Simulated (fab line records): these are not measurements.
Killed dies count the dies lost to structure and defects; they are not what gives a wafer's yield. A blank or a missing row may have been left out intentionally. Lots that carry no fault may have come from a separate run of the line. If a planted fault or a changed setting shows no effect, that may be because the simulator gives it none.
Comparing a struck lot with a sound one    flow sky130    21 out of 708 route steps
Sound: these wafers, L758.3, L758.5, L758.6. The struck wafers were L749.2, L749.3, L749.4. Last of all comes the cause.
Each step with rows lists, per side, the tool, then ch with its chambers, then its first start. Under that, the readings that differ: sound wafers    struck wafers    difference of the means    sigmas: that difference in standard deviations of wafers without a fault.
alike: readings with means less than 2 such deviations apart, plus words and numbers identical on both sides. not compared: withheld readings, readings lacking a value on some wafer, bounds such as >300 that could conceal the same value, and numbers that have no deviation in the record and whose values overlap.
Wherever a step has rows on one side only, a row that says differs or no value, or a row with sigmas, the two part there. Non-overlapping numbers with no deviation appear without sigmas and do not part them. Lack of a reading on every wafer of one side parts them only where that side has two or more wafers.

SKY_POLY_GATE_THK_MEAS_21:
  sound on filmMetro-02, day 23 15:02; struck on filmMetro-04, day 20 14:34
  alike: POLY_GATE_OXIDATION_THK
SKY_POLY_GATE_CD_MEAS_22:
  sound on cdSem-02, day 23 15:08; struck on cdSem-01, day 20 14:38
  alike: cdNm
then, 7 steps without rows for these wafers: SKY_LDD_N_DEHYDRATE_00 (time 60 s); SKY_LDD_N_HMDS_01 (prime time 60 s); SKY_LDD_N_COAT_02 (resist thk 300 nm); SKY_LDD_N_SOFTBAKE_03 (time 60 s); SKY_LDD_N_EXPOSE_04 (exposes mask NTM, target cd 840 nm); SKY_LDD_N_PEB_05; SKY_LDD_N_DEVELOP_06 (develop time 60 s).
SKY_LDD_N_OVL_MEAS_07:
  sound on overlay-01, day 24 20:08; struck on overlay-02, day 21 21:02
  alike: LDD_N_OVL
then, 2 steps without rows for these wafers: SKY_LDD_N_IMPLANT_08; SKY_LDD_N_IMPLANT_09.
SKY_LDD_N_IMPLANT_10:
  sound on implanter-04 ch 0, day 24 20:31; struck on implanter-03 ch 0, day 21 21:42
  alike: endStationPressureTorr
then, 5 steps without rows for these wafers: SKY_LDD_N_IMPLANT_11; SKY_LDD_N_IMPLANT_12; SKY_LDD_N_IMPLANT_13; SKY_LDD_N_IMPLANT_14; SKY_LDD_N_IMPLANT_15.
SKY_LDD_N_STRIP_16: strips in O2/N2.
  sound on plasmaAsher-02 ch 0,1, day 24 21:24; struck on plasmaAsher-03 ch 0,1, day 21 22:35
reading                   sound              struck             difference  sigmas
stripTimeToEndpointS (s)  4.332 4.331 4.334  4.523 4.520 4.543  +0.196      +14
  alike: drypumpMotorCurrentA, oesProductAu
  not compared: rfHoursCounterH
SKY_LDD_N_TW_MEAS_17:
  sound on filmMetro-02, day 24 21:29; struck on filmMetro-01, day 21 22:41
reading   sound           struck          difference  sigmas
LDD_N_TW  2545 2557 2546  2646 2647 2635  +93         +4
then, 1 step without rows for these wafers: SKY_LDD_P_DEHYDRATE_00 (time 60 s).

== WHERE THEY PART ==
Last at SKY_LDD_N_TW_MEAS_17 as far as this record goes, first at SKY_LDD_N_STRIP_16.

WHY: what had been put in by the simulator
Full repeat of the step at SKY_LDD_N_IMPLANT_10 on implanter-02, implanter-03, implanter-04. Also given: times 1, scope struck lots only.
